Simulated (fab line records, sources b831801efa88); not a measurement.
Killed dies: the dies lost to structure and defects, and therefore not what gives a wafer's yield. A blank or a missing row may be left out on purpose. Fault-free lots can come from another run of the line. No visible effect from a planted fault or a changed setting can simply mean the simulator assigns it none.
A struck lot beside a sound one :: flow gf180mcu :: 20 steps out of a route of 602
Sound: wafers L758.1, L758.2, L758.4. Struck: wafers L773.4, L773.5, L773.6. The cause is given at the end.
For every step that has rows: the tool of each side, followed by ch and its chambers, followed by its first start. Under that, the readings that differ: sound wafers :: struck wafers :: difference of the means :: sigmas: that difference in standard deviations of wafers without a fault.
alike: readings with means less than 2 such deviations apart, plus words and numbers identical on both sides. not compared: withheld readings, readings lacking a value on some wafer, bounds such as >300 that could conceal the same value, and numbers that have no deviation in the record and whose values overlap.
The two part at a step that has a row with sigmas, a row that says differs or no value, or rows on one side only. Numbers that don't overlap but have no deviation are shown without sigmas and don't part them. Lack of a reading on every wafer of one side parts them only where that side has two or more wafers.

first, 4 steps without rows for these wafers: GF_VT_IMPLANT_SOFTBAKE_03 (time 60 s); GF_VT_IMPLANT_EXPOSE_04 (exposes mask LVPWELL LV AREA, target cd 600 nm); GF_VT_IMPLANT_PEB_05; GF_VT_IMPLANT_DEVELOP_06 (develop time 60 s).
GF_VT_IMPLANT_OVL_MEAS_07:
  struck on overlay-01, day 9 17:57; sound on overlay-02, day 5 21:23
reading: VT_IMPLANT_OVL (nm)
sound: -3.4 -2.3 -4.7
struck: 1.2 0.1 1.5
difference: +4.4
sigmas: +3
then, 1 step without rows for these wafers: GF_VT_IMPLANT_IMPLANT_08.
GF_VT_IMPLANT_STRIP_09: strips in O2/N2.
  sound on plasma asher-03 ch 0,1, day 5 21:35; struck on plasma asher-02 ch 0,1, day 9 18:09
  alike: drypump motor current A, heater power w, oes product au, strip time to endpoint s
  not compared: rf hours counter h
GF_VT_IMPLANT_TW_MEAS_10:
  struck on film metro-03, day 9 18:15; sound on film metro-03, day 5 21:41
  alike: VT_IMPLANT_TW
then, 4 steps without rows for these wafers: GF_VT_IMPLANT_DEHYDRATE_11 (time 60 s); GF_VT_IMPLANT_HMDS_12 (prime time 60 s); GF_VT_IMPLANT_COAT_13 (resist thk 1000 nm); GF_VT_IMPLANT_SOFTBAKE_14 (time 60 s).
GF_VT_IMPLANT_EXPOSE_15: exposes mask Nwell LV AREA, target cd 860 nm.
  sound on iline stepper-02 ch 0, day 6 05:02; struck on iline stepper-02 ch 0, day 10 03:25
reading: mask
sound: Nwell_LV_AREA#0 Nwell_LV_AREA#0 Nwell_LV_AREA#0
struck: LVPWELL_HV_AREA#0 LVPWELL_HV_AREA#0 LVPWELL_HV_AREA#0
difference: differs
sigmas: 
then, 2 steps without rows for these wafers: GF_VT_IMPLANT_PEB_16; GF_VT_IMPLANT_DEVELOP_17 (develop time 60 s).
GF_VT_IMPLANT_OVL_MEAS_18:
  struck on overlay-02, day 10 12:06; sound on overlay-02, day 6 12:17
reading: VT_IMPLANT_01_OVL (nm)
sound: -4.5 -3.0 -3.1
struck: - - -
difference: no value on the struck wafers
sigmas: 
then, 1 step without rows for these wafers: GF_VT_IMPLANT_IMPLANT_19.
GF_VT_IMPLANT_STRIP_20: strips in O2/N2.
  sound on plasma asher-03 ch 0,1, day 6 12:29; struck on plasma asher-01 ch 0,1, day 10 12:18
  alike: drypump motor current A, heater power w, oes product au, strip time to endpoint s
  not compared: rf hours counter h
GF_VT_IMPLANT_TW_MEAS_21:
  struck on film metro-03, day 10 12:38; sound on film metro-01, day 6 12:35
reading: VT_IMPLANT_2_TW
sound: 1192 1199 1205
struck: 30 30 29
difference: -1169
sigmas: -99 or more
  not compared: hold
GF_PASSIVATION_PROBE_99:
  the record has rows for the sound wafers here (prober-02, day 29 06:19) and none for the struck ones

== WHERE THEY PART ==
At GF_VT_IMPLANT_OVL_MEAS_07 first; at GF_PASSIVATION_PROBE_99 last (within this record only).

WHY: whatever the simulator had introduced
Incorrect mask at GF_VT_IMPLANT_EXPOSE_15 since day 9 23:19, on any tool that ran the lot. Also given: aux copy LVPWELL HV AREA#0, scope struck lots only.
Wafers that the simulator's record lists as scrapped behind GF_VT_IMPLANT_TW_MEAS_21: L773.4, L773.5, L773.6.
